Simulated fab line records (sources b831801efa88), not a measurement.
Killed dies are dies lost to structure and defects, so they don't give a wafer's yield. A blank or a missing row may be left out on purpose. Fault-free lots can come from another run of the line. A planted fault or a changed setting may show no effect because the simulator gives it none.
Matching of chambers ; flow gf180mcu ; GF_V5_CMP_26 on cmp-01 has 4 sister chambers
The step polishes, stops on SiO2, t overpolish 15 s, target thk 0 nm. 4 wafers are shown with their chamber, then 9 later ones without.

WAFERS, EACH WITH ITS CHAMBER
wafer;chamber;slurry filter dp kPa (kPa)
L083.1;3;13.49
L084.1;2;13.61
L084.3;0;13.70
L084.6;1;13.40

WAFERS MISSING THEIR CHAMBER
wafer;slurry filter dp kPa (kPa)
L088.1;13.63
L088.3;13.53
L088.6;13.38
L096.2;13.63
L096.4;13.72
L096.5;13.69
L097.1;13.41
L097.2;13.60
L097.6;13.46

CHAMBER TAKEN BY EACH
wafer;from the rows above;in truth
L088.1;2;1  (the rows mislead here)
L088.3;can't be placed: 3 or 2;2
L088.6;1;1
L096.2;2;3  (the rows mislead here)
L096.4;0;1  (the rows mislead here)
L096.5;0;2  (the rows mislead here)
L097.1;1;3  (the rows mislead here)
L097.2;2;2
L097.6;can't be placed: 3 or 1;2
2 of 9 placed correctly. From these rows, 2 cannot be placed; in 1 the true chamber is one of the candidates. Wrongly placed: 5.
How it was worked out, from the rows above alone: a wafer's distance from a chamber is the root of the sum, over the readings, of the square of ((its reading less the chamber's mean) divided by the reading's scatter). The wafer belongs to the nearest chamber; if the next one is less than 2 further off, it can't be placed. The mean given for a chamber averages the wafers shown for that chamber. The scatter: with one shown wafer a chamber, the root of the mean of the squares of how far each hidden wafer lies from its nearest shown one.
